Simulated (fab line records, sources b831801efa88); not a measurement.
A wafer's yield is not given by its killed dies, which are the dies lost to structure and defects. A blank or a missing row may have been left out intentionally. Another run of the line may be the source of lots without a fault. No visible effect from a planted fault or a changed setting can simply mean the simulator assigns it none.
fab line records | flow sky130
record: lots: 12 wafers: 36 lastDay: 50
route steps=708 shown SD_P@331 LOCAL_INTERCONNECT@387 VIA1@472 METAL3@533 PAD_OPEN@708
lots that met no fault: taken from a fault-free run of the same line
startH: start of the lot's first displayed wafer, in hours after the record's first day | waitH: hours since the lot's step before | " as in the row above | L1.1+2: several wafers, shown together as one row | - no value, or no start given | * or withheld: withheld | < > ~ a bound
route shown NAME@n: names a module that has steps shown in the file, with the first one's number in the route | usual: mean and standard deviation over wafers with no fault | same: alike in all rows | chamber/n: place in a boat | sites: readings site by site | _std_site: how widely they spread, as a standard deviation | _edge_site: inner sites' mean taken away from outer sites' mean | radiusMm: how far each site lies from the wafer's centre | mask NAME#n: copy n | behind: the most recent tool/chamber to have shaped the wafer | hold: reason for holding the lot/hours on hold/outcome of the hold | device: the transistor (n, p or np) that didn't switch | end of line: the same wafers' tests at the end of the route | a step without rows: its recipe alone | killed: dies lost to structure and defects at the first sort, not the wafer's yield | map: the dies of a wafer, with x for killed, . for not killed, _ for no die there
set.NAME: the setting the step ran with; set.NAME@STEP: the setting that earlier step ran with | model.NAME: the simulator's own value behind a step, which no gauge read
a sample of lots followed through the steps of the route, with each step as a table and each wafer as a row
services: when a tool's chamber went out of use (startH, in hours from the record's first day, below 0 if earlier), for how many hours, and the reason
== steps ==
step: SKY_SD_P_TW_MEAS_11
usual: SD_P_TW: 2833/14
columns lot.wafer tool chamber startH waitH SD_P_TW
L662.3 filmMetro-04 - 608.92 0.1 2835
L662.4 " - " " 2842
L662.6 " - " " 2827
L664.1 filmMetro-03 - 613.66 0.1 2843
L664.2 " - " " 2834
L664.3 " - " " 2855
L663.3 filmMetro-03 - 614.41 0.1 2856
L663.4 " - " " 2837
L663.5 " - " " 2848
L666.1 filmMetro-03 - 622.14 0.1 2848
L666.3 " - " " 2846
L666.4 " - " " 2846
L665.3 filmMetro-01 - 625.93 0.1 2849
L665.5 " - " " 2843
L665.6 " - " " 2856
L674.2 filmMetro-01 - 694.56 0.1 2832
L674.4 " - " " 2809
L674.6 " - " " 2822
L675.2 filmMetro-03 - 710.67 0.1 2843
L675.3 " - " " 2847
L675.4 " - " " 2833
L678.2 filmMetro-04 - 732.81 0.1 2816
L678.3 " - " " 2833
L678.6 " - " " 2829
L679.1 filmMetro-01 - 738.20 0.1 2815
L679.5 " - " " 2818
L679.6 " - " " 2822
L680.2 filmMetro-04 - 740.30 0.1 2842
L680.5 " - " " 2840
L680.6 " - " " 2864
L682.2 filmMetro-03 - 761.31 0.1 2813
L682.4 " - " " 2809
L682.5 " - " " 2813
L684.1 filmMetro-03 - 767.16 0.1 2813
L684.4 " - " " 2818
L684.5 " - " " 2818
step: SKY_LOCAL_INTERCONNECT_SPUTTER_00
recipe: material: TiN targetThkNm: 100 tempC: 300 powerW: 6500 timeS: 83.3 chamberPressurePa: 0.4
usual: chamberPressurePa: 0.4000/0.00095 throttleValvePct: 29.9/0.96
columns lot.wafer tool chamber startH waitH chamberPressurePa throttleValvePct
L662.3 pvdSputter-03 - 698.26 0.1 0.4019 29.4
L662.4 " - " " 0.3985 29.6
L662.6 " - " " 0.3994 31.5
L664.1 pvdSputter-03 - 702.95 0.2 0.4011 29.3
L664.2 " - " " 0.3989 31.1
L664.3 " - " " 0.4005 29.7
L663.3 pvdSputter-02 - 704.26 0.1 0.4000 31.7
L663.4 " - " " 0.3997 27.9
L663.5 " - " " 0.3997 31.5
L666.1 pvdSputter-02 - 710.31 0.2 0.3999 31.5
L666.3 " - " " 0.3994 30.1
L666.4 " - " " 0.3992 28.1
L665.3 pvdSputter-01 - 714.57 0.1 0.4003 29.3
L665.5 " - " " 0.3994 30.9
L665.6 " - " " 0.4003 28.4
L674.2 pvdSputter-03 - 781.34 0.1 0.3995 29.1
L674.4 " - " " 0.3996 29.7
L674.6 " - " " 0.3997 30.9
L675.2 pvdSputter-03 - 795.92 0.1 0.4013 31.1
L675.3 " - " " 0.3996 29.4
L675.4 " - " " 0.4017 29.7
L678.2 pvdSputter-03 - 816.78 0.1 0.3998 29.3
L678.3 " - " " 0.3996 31.0
L678.6 " - " " 0.4001 31.2
L679.1 pvdSputter-03 - 822.31 0.1 0.4000 29.7
L679.5 " - " " 0.4006 28.8
L679.6 " - " " 0.4004 29.3
L680.2 pvdSputter-02 - 822.97 0.2 0.4020 31.4
L680.5 " - " " 0.4016 30.2
L680.6 " - " " 0.4012 30.0
L682.2 pvdSputter-03 - 842.66 0.2 0.4010 30.9
L682.4 " - " " 0.3988 29.1
L682.5 " - " " 0.3999 29.8
L684.1 pvdSputter-03 - 847.75 0.1 0.4011 29.7
L684.4 " - " " 0.4008 31.1
L684.5 " - " " 0.4006 28.9
step: SKY_VIA1_ETCH_14
recipe: chemistry: N2/H2 target: BARC ionEnergyEv: 200 sourceW: 500 biasW: 100 pressureMtorr: 30 n2FlowSccm: 100 h2FlowSccm: 200 stopOn: SiO2 timeS: 45.9 targetDepthA: 600
usual: drypumpMotorCurrentA: 5.9/0.37 oesProductAu: 0.854/0.0046 rfFwdPowerW: 494.8/2.2 throttleValvePct: 13.224/0.0097
columns lot.wafer tool chamber startH waitH drypumpMotorCurrentA oesProductAu rfFwdPowerW rfHoursCounterH throttleValvePct
L662.3 rieDiel-04 1 812.65 0.0 6.4 0.858 495.4 5 13.206
L662.4 " 1 " " 6.4 0.855 496.1 - 13.216
L662.6 " 3 " " 5.3 0.854 498.8 - 13.215
L664.1 rieDiel-02 2 817.14 0.0 5.4 0.861 495.9 19 13.222
L664.2 " 3 " " 6.1 0.861 491.4 20 13.224
L664.3 " 1 " " 5.9 0.857 497.1 1 13.223
L663.3 rieDiel-02 3 818.29 0.0 6.1 0.859 492.1 21 13.225
L663.4 " 1 " " 5.9 0.857 493.2 - 13.223
L663.5 " 3 " " 6.1 0.846 491.5 - 13.236
L666.1 rieDiel-01 3 823.54 0.0 5.9 0.851 494.2 8 13.233
L666.3 " 0 " " 6.0 0.855 494.0 6 13.218
L666.4 " 1 " " 5.4 0.859 493.6 7 13.212
L665.3 rieDiel-04 1 827.95 0.0 6.4 0.855 496.3 6 13.218
L665.5 " 2 " " 5.6 0.857 496.5 - 13.228
L665.6 " 1 " " 6.4 0.849 496.2 - 13.233
L674.2 rieDiel-04 1 888.74 0.0 6.5 0.848 492.9 8 13.224
L674.4 " 3 " " 5.3 0.853 495.5 10 13.224
L674.6 " 0 " " 6.3 0.854 492.4 - 13.241
L675.2 rieDiel-04 1 903.55 0.0 6.4 0.848 493.6 8 13.222
L675.3 " 2 " " 5.7 0.850 496.4 15 13.221
L675.4 " 3 " " 5.3 0.860 498.8 11 13.227
L678.2 rieDiel-04 0 922.95 0.0 6.4 0.848 496.9 12 13.227
L678.3 " 2 " " 5.6 0.855 498.1 16 13.224
L678.6 " 2 " " 5.7 0.859 499.3 - 13.225
L679.1 rieDiel-02 0 926.45 0.0 6.1 0.851 493.6 7 13.229
L679.5 " 0 " " 6.0 0.853 494.3 - 13.221
L679.6 " 3 " " 6.1 0.854 492.3 - 13.211
L680.2 rieDiel-01 1 934.09 0.0 5.4 0.850 495.1 10 13.226
L680.5 " 2 " " 5.7 0.860 496.2 - 13.213
L680.6 " 1 " " 5.4 0.850 493.0 - 13.228
L682.2 rieDiel-04 2 946.25 0.0 5.7 0.859 497.1 16 13.226
L682.4 " 3 " " 5.3 0.856 496.1 12 13.224
L682.5 " 1 " " 6.4 0.856 493.7 - 13.224
L684.1 rieDiel-01 0 952.30 0.0 6.0 0.849 496.7 10 13.229
L684.4 " 2 " " 5.7 0.852 494.0 5 13.210
L684.5 " 2 " " 5.7 0.851 492.6 - 13.220
step: SKY_METAL3_SPUTTER_01
recipe: material: TiN targetThkNm: 20 powerW: 6500 timeS: 16.7 chamberPressurePa: 0.4
usual: chamberPressurePa: 0.4000/0.00075 throttleValvePct: 29.8/1.1
columns lot.wafer tool chamber startH waitH chamberPressurePa throttleValvePct
L662.3 pvdSputter-03 - 868.45 0.0 0.4010 29.5
L662.4 " - " " 0.4012 29.1
L662.6 " - " " 0.3994 29.2
L664.1 pvdSputter-01 - 872.78 0.0 0.3994 30.6
L664.2 " - " " 0.4003 29.3
L664.3 " - " " 0.3987 28.4
L663.3 pvdSputter-01 - 873.90 0.0 0.4001 29.4
L663.4 " - " " 0.3999 30.7
L663.5 " - " " 0.4001 30.7
L666.1 pvdSputter-01 - 879.59 0.0 0.3990 29.3
L666.3 " - " " 0.3988 28.4
L666.4 " - " " 0.3993 30.8
L665.3 pvdSputter-03 - 883.60 0.0 0.3999 29.4
L665.5 " - " " 0.3997 29.1
L665.6 " - " " 0.3999 29.1
L674.2 pvdSputter-01 - 942.88 0.0 0.5531 24.1
L674.4 " - " " 0.5517 26.3
L674.6 " - " " 0.5532 26.2
L675.2 pvdSputter-01 - 956.31 0.0 0.5511 26.0
L675.3 " - " " 0.5534 26.0
L675.4 " - " " 0.5524 26.1
L678.2 pvdSputter-03 - 974.76 0.0 0.3995 30.0
L678.3 " - " " 0.4009 31.0
L678.6 " - " " 0.4010 29.7
L679.1 pvdSputter-03 - 979.29 0.0 0.3999 31.1
L679.5 " - " " 0.3990 29.0
L679.6 " - " " 0.4000 31.1
L680.2 pvdSputter-04 - 986.16 0.0 0.3994 30.3
L680.5 " - " " 0.3993 30.5
L680.6 " - " " 0.4005 30.9
L682.2 pvdSputter-04 - 998.46 0.0 0.4009 26.9
L682.4 " - " " 0.3987 30.2
L682.5 " - " " 0.3996 26.8
L684.1 pvdSputter-03 - 1003.63 0.0 0.4013 29.2
L684.4 " - " " 0.4010 31.2
L684.5 " - " " 0.4004 29.4
step: SKY_PAD_OPEN_PROBE_99
usual: defectLimitedYield: 82.3/2 killed_at_M0_to_M3: 43/7.3 killed_at_M4_up: 3.1/1.7 killedAtContacts: 25/5.3 killedAtFrontEnd: 15/4.3 killedAtOther: 0.2/0.54 killedDies: 87/10 killedOpen: 48/7.6 killedShort: 38/6.1 sort_bin_3_pad_short: 0.9/0.42 sort_bin_5_function: 10.5/1.5 sort_bin_6_memory: 6.3/1.2 sortNPass: 405/10 sortYieldPct: 82.3/2
same: grossDies: 492 killedAtBackSide: 0 sort_bin_4_leakage[%]: 0 sort_bin_8_speed[%]: 0
columns lot.wafer tool chamber startH waitH defectLimitedYield[%] killed_at_M0_to_M3 killed_at_M4_up killedAtContacts killedAtFrontEnd killedAtOther killedDies killedOpen killedShort sort_bin_3_pad_short[%] sort_bin_5_function[%] sort_bin_6_memory[%] sortNPass sortYieldPct[%]
L663.3 prober-02 - 1096.61 0.2 83.1 41 2 21 19 0 83 44 39 0.6 10.8 5.5 409 83.1
L663.4 prober-02 - 1096.66 0.2 80.5 45 1 35 15 0 96 51 45 0.6 10.6 8.3 396 80.5
L663.5 prober-02 - 1096.71 0.2 79.7 47 0 40 13 0 100 63 37 1.2 11.8 7.3 392 79.7
L666.1 prober-01 - 1098.28 0.1 79.7 51 1 27 21 0 100 62 38 0.8 13.8 5.7 392 79.7
L666.3 prober-01 - 1098.38 0.2 81.3 49 0 29 14 0 92 54 38 0.4 11.4 6.9 400 81.3
L666.4 prober-01 - 1098.43 0.2 82.9 35 3 36 10 0 84 53 31 1.0 10.2 5.9 408 82.9
L665.3 prober-02 - 1106.46 0.2 80.5 49 3 25 19 0 96 49 46 1.2 11.2 7.1 396 80.5
L665.5 prober-02 - 1106.56 0.2 77.2 57 4 31 20 0 112 60 52 1.4 13.0 8.3 380 77.2
L665.6 prober-02 - 1106.61 0.2 83.7 40 7 16 17 0 80 43 36 0.8 9.1 6.3 412 83.7
L675.2 prober-02 - 1159.78 0.1 81.9 39 2 31 17 0 89 44 45 1.8 11.4 4.9 403 81.9
L675.4 prober-02 - 1159.88 0.2 81.3 53 3 25 11 0 92 53 39 1.4 11.8 5.5 400 81.3
L679.1 prober-02 - 1177.63 0.1 77.0 60 2 36 15 0 113 69 43 0.8 13.0 9.1 379 77.0
L679.5 prober-02 - 1177.83 0.2 85.8 36 2 18 14 0 70 36 32 1.2 8.1 4.9 422 85.8
L679.6 prober-02 - 1177.88 0.2 81.7 35 7 28 20 0 90 63 27 0.6 12.2 5.5 402 81.7
killed by level:class
L663.3 VIA2:geometricParticle:open=10 VIA1:geometricParticle:open=8 CONTACT:geometricParticle:open=7 LOCAL_INTERCONNECT:geometricParticle:short=5 FIELD_ISO:geometricParticle:short=5 POLY_GATE:geometricParticle:short=5 CONTACT:geometricParticle:short=5 FIELD_ISO:geometricParticle:open=4
L663.4 CONTACT:geometricParticle:open=13 METAL2:geometricParticle:short=10 CONTACT:geometricParticle:short=8 LI_CONTACT:geometricParticle:open=7 VIA3:geometricParticle:open=7 VIA1:geometricParticle:open=7 VIA2:geometricParticle:open=5 METAL1:geometricParticle:short=5
L663.5 CONTACT:geometricParticle:open=16 LI_CONTACT:geometricParticle:open=12 CONTACT:geometricParticle:short=10 VIA1:geometricParticle:open=10 VIA3:geometricParticle:open=7 METAL1:geometricParticle:short=7 VIA1:geometricParticle:short=6 VIA2:geometricParticle:open=5
L666.1 VIA3:geometricParticle:open=14 VIA1:geometricParticle:open=10 VIA2:geometricParticle:open=7 LI_CONTACT:geometricParticle:open=6 CONTACT:geometricParticle:open=6 METAL1:geometricParticle:short=6 VIA1:geometricParticle:short=6 LOCAL_INTERCONNECT:geometricParticle:short=5
L666.3 VIA1:geometricParticle:open=17 CONTACT:geometricParticle:open=13 METAL1:geometricParticle:short=8 LI_CONTACT:geometricParticle:open=7 POLY_GATE:geometricParticle:short=5 CONTACT:geometricParticle:short=5 VIA1:geometricParticle:short=5 VIA3:geometricParticle:open=5
L666.4 CONTACT:geometricParticle:open=15 LI_CONTACT:geometricParticle:open=12 VIA1:geometricParticle:open=11 METAL2:geometricParticle:short=6 FIELD_ISO:geometricParticle:open=5 VIA1:geometricParticle:short=5 LOCAL_INTERCONNECT:geometricParticle:short=4 LI_CONTACT:geometricParticle:short=3
L665.3 VIA1:geometricParticle:open=10 VIA1:geometricParticle:short=8 CONTACT:geometricParticle:short=7 FIELD_ISO:geometricParticle:open=6 LI_CONTACT:geometricParticle:open=6 METAL1:geometricParticle:short=6 FIELD_ISO:geometricParticle:short=5 CONTACT:geometricParticle:open=5
L665.5 CONTACT:geometricParticle:open=12 VIA1:geometricParticle:open=11 VIA2:geometricParticle:open=11 METAL1:geometricParticle:short=10 VIA3:geometricParticle:open=8 FIELD_ISO:geometricParticle:short=7 CONTACT:geometricParticle:short=7 METAL2:geometricParticle:short=7
L665.6 VIA1:geometricParticle:open=15 VIA2:geometricParticle:open=6 METAL2:geometricParticle:short=6 POLY_GATE:geometricParticle:open=5 CONTACT:geometricParticle:open=5 METAL4:geometricParticle:short=5 FIELD_ISO:geometricParticle:short=4 VIA1:geometricParticle:short=4
L675.2 LI_CONTACT:geometricParticle:open=8 CONTACT:geometricParticle:short=8 CONTACT:geometricParticle:open=7 VIA3:geometricParticle:open=7 VIA2:geometricParticle:open=6 LOCAL_INTERCONNECT:geometricParticle:short=6 METAL1:geometricParticle:short=5 VIA1:geometricParticle:open=5
L675.4 VIA1:geometricParticle:open=17 VIA2:geometricParticle:open=8 CONTACT:geometricParticle:open=8 VIA1:geometricParticle:short=8 CONTACT:geometricParticle:short=6 SPACER:geometricParticle:open=4 VIA3:geometricParticle:open=4 VIA3:geometricParticle:short=4
L679.1 VIA1:geometricParticle:open=20 CONTACT:geometricParticle:open=13 VIA2:geometricParticle:open=10 LI_CONTACT:geometricParticle:open=9 CONTACT:geometricParticle:short=7 VIA3:geometricParticle:open=7 POLY_GATE:geometricParticle:open=5 METAL2:geometricParticle:short=5
L679.5 VIA1:geometricParticle:open=8 LI_CONTACT:geometricParticle:open=7 CONTACT:geometricParticle:open=7 POLY_GATE:geometricParticle:short=5 VIA3:geometricParticle:open=5 FIELD_ISO:geometricParticle:open=4 METAL1:geometricParticle:short=4 METAL2:geometricParticle:short=4
L679.6 CONTACT:geometricParticle:open=17 VIA1:geometricParticle:open=14 VIA2:geometricParticle:open=7 LI_CONTACT:geometricParticle:open=6 POLY_GATE:geometricParticle:open=6 FIELD_ISO:geometricParticle:short=5 METAL4:geometricParticle:short=5 METAL3:geometricParticle:short=4
== services ==
columns tool chamber startH hours kind
pvdSputter-01 - 683.82 6.4 repair
pvdSputter-01 - 683.99 1.8 repair
rieDiel-01 - 686.03 0.4 repair
rieDiel-04 3 687.10 15.2 repair
rieDiel-01 1 712.14 5.8 repair
rieDiel-04 0 783.14 2.5 repair
rieDiel-04 1 783.30 9.6 repair
rieDiel-04 0 787.46 46.7 repair
rieDiel-02 0 792.55 128.1 repair
rieDiel-01 - 827.18 2.8 pm
rieDiel-04 - 843.61 1.6 repair
rieDiel-04 2 867.99 9.0 repair
pvdSputter-03 - 869.83 7.2 repair
rieDiel-04 1 873.05 6.6 repair
rieDiel-02 2 875.45 4.0 repair
rieDiel-04 2 884.98 3.1 repair
rieDiel-01 3 930.88 8.6 repair
rieDiel-02 - 939.32 2.8 pm
rieDiel-02 3 958.98 3.9 repair
pvdSputter-03 - 960.10 5.2 repair
pvdSputter-02 - 975.61 3.6 repair
rieDiel-01 - 979.55 1.7 repair
rieDiel-02 1 987.06 4.1 repair
pvdSputter-01 - 989.16 0.9 repair
== key ==
firstSign: step: SKY_METAL3_SPUTTER_01 reading: chamberPressurePa direction: up sigmas: 99+ usual: 0.4000 struck: 0.5525
effect: step: SKY_METAL3_SPUTTER_01 reading: throttleValvePct direction: down sigmas: 3.8 usual: 29.8 struck: 25.8
metAt SKY_METAL3_SPUTTER_01
struckLots L674,L675
rowsEnd L675.3
notActingAt SKY_SD_P_TW_MEAS_11,SKY_LOCAL_INTERCONNECT_SPUTTER_00,SKY_VIA1_ETCH_14
onsetBetween 879.59 942.88
fault: kind: processParameterDrift tool: pvdSputter-01 chamber: - onsetH: 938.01 steps: SKY_METAL3_SPUTTER_01 channel: chamberPressurePa offset: 0.15282 shape: step endH: 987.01 actsIn: theseRecipesOnly stated: 0.4
rowsEnd: these wafers met a further fault down the route, and their rows from its step on are left out
